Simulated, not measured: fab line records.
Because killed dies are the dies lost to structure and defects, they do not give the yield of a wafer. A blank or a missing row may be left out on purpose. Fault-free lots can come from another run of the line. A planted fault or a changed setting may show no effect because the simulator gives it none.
Matching of chambers -- flow sky130 -- SKY_CONTACT_CMP_04 on cmp-01: 4 sister chambers
The step polishes SiO2. 8 wafers are shown with their chamber, then 7 later ones without.

## WAFERS, EACH WITH ITS CHAMBER
wafer,chamber,motor-current-A (A),time-to-endpoint-s (s)
L545.3,3,11.5,90
L547.2,0,11.2,83
L547.3,3,11.7,90
L554.2,2,13.2,80
L554.3,1,13.2,85
L554.5,1,13.5,84
L556.1,0,10.7,81
L556.4,2,13.4,85

## WAFERS WITH NO CHAMBER GIVEN
wafer,motor-current-A (A),time-to-endpoint-s (s)
L556.6,13.4,81
L555.3,12.7,84
L555.5,12.4,85
L555.6,13.1,83
L568.1,13.1,83
L568.2,13.3,91
L568.5,12.9,91

## WHICH CHAMBER EACH WENT THROUGH
wafer,from the rows above,in truth
L556.6,can't be placed: 2 or 1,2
L555.3,can't be placed: 2 or 1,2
L555.5,can't be placed: 2 or 1 or 3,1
L555.6,can't be placed: 2 or 1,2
L568.1,can't be placed: 2 or 1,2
L568.2,can't be placed: 1 or 2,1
L568.5,can't be placed: 1 or 2 or 3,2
Correct placement for 0 of the 7. Can't be placed from these rows: 7 (the true chamber is among the candidates in 7). Placed wrongly: 0.
How it was worked out, from the rows above alone: a wafer's distance from a chamber is the root of the sum, over the readings, of the square of ((its reading less the chamber's mean) divided by the reading's scatter). If the next closest chamber is less than 2 further off than the closest, the wafer can't be placed; otherwise it belongs to the closest. Each chamber's mean is taken over the wafers shown for it. The scatter: the root of (the sum of the squares of (reading less its chamber's mean) over the shown wafers, divided by (wafers less chambers)).
